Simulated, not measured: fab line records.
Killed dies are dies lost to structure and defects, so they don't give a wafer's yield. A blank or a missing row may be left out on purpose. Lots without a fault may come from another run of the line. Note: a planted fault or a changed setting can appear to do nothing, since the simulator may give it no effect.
Problem report, 8D (eight disciplines) form, completed by code ; flow sky130 ; the parts of the form that need people (team, actions taken, sign-off) are left out

== 1. THE PROBLEM ==
VIA2_HDPCVD_THK at SKY_VIA2_THK_MEAS_01 reads a mean of 1342 nm on 2 wafers of 2 lots; wafers without a fault read 1191 nm with a standard deviation of 11. Measured from the usual mean, that is +14 standard deviations.
First seen on wafer L795.6, day 41 19:11, on film metro-01. At this step, 32 wafers from 11 lots have a number in the record. The rule behind "out" and "out of limits": a value lying over 4 standard deviations away from the usual mean. The other wafers with a number count as sound.

== 2. WHAT THIS IS AND IS NOT ==
question;is;is not
which readings at this step;VIA2_HDPCVD_THK;-
which lots;L795, L797;L781, L783, L784, L785, L789, L791, L799, L800, L801
which wafers of those lots;L795.6, L797.1;L795.1, L795.3, L797.4, L797.6
read on which gauges;film metro-01, film metro-03;film metro-02
when;from day 41 19:11;"up to then (20 sound wafers); but 10 sound wafers of L797, L799, L800, L801 came after"

== 3. SUSPECTS, AND WHAT RULES EACH OUT ==
Counting: if a tool at a process step up to the reading ran every lot that is out, it stays a suspect. Sound lots after the first of them don't rule it out here, since some wafers of a struck lot are sound.
- the gauge at SKY_VIA2_THK_MEAS_01 is ruled out. The wafers that are out were read on 2 gauges (film metro-01, film metro-03).
- hdpcvd-02 at SKY_VIA2_HDPCVD_00 (deposits SiO2, target thk 1180 nm, time 196.7 s): kept. It ran every lot that is out, first L795 (day 41 19:04); its last sound lot up to then is L789 (day 38 17:07). On those wafers its own readings are out: run length s.
- Within hdpcvd-02 at SKY_VIA2_HDPCVD_00: the wafers that are out ran in chamber 0; their sound lot-mates ran in chambers 1, 2.
After counting, what remains is hdpcvd-02 at SKY_VIA2_HDPCVD_00.

== 4. THE CAUSE (what the simulator had put in) ==
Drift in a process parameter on hdpcvd-02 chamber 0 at SKY_VIA2_HDPCVD_00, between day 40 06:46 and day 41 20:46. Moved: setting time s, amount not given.
Counting left only this tool.

== 5. SEQUENCE OF EFFECTS, ordered by route ==
Rows list readings where the struck wafers' mean (over those with a number) sits beyond 3 standard deviations from the usual. Readings are gone through only where the record gives a usual standard deviation; hours: the median, over the lots, of the time from a lot's start at the first step in this table giving one to that lot's start at this step; sigmas: the change measured in usual standard deviations.
hours;step;reading;usual;on struck wafers;change;sigmas
0;SKY_VIA2_HDPCVD_00;run length s;224.6 s;248.8;+24.2;+40
0;SKY_VIA2_THK_MEAS_01;VIA2_HDPCVD_THK;1191 nm;1342;+151;+14
Here are the process steps it includes:
- SKY_VIA2_HDPCVD_00: deposits SiO2, target thk 1180 nm, time 196.7 s.

== 6. WHAT WOULD HAVE CAUGHT IT SOONER ==
36 hours passed between the start of the fault at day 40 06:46 and the first reading out of limits at a measuring or inspecting step in this record, taken at day 41 19:11.
The tool's own readings at SKY_VIA2_HDPCVD_00 were out on every struck wafer that the step has a row for (run length s): an alarm limit on them would have fired on the first of those.
Among the 2 lots that are out, L797 began SKY_VIA2_HDPCVD_00 on hdpcvd-02 after day 41 19:11. Holding the tool at that time would have saved it.
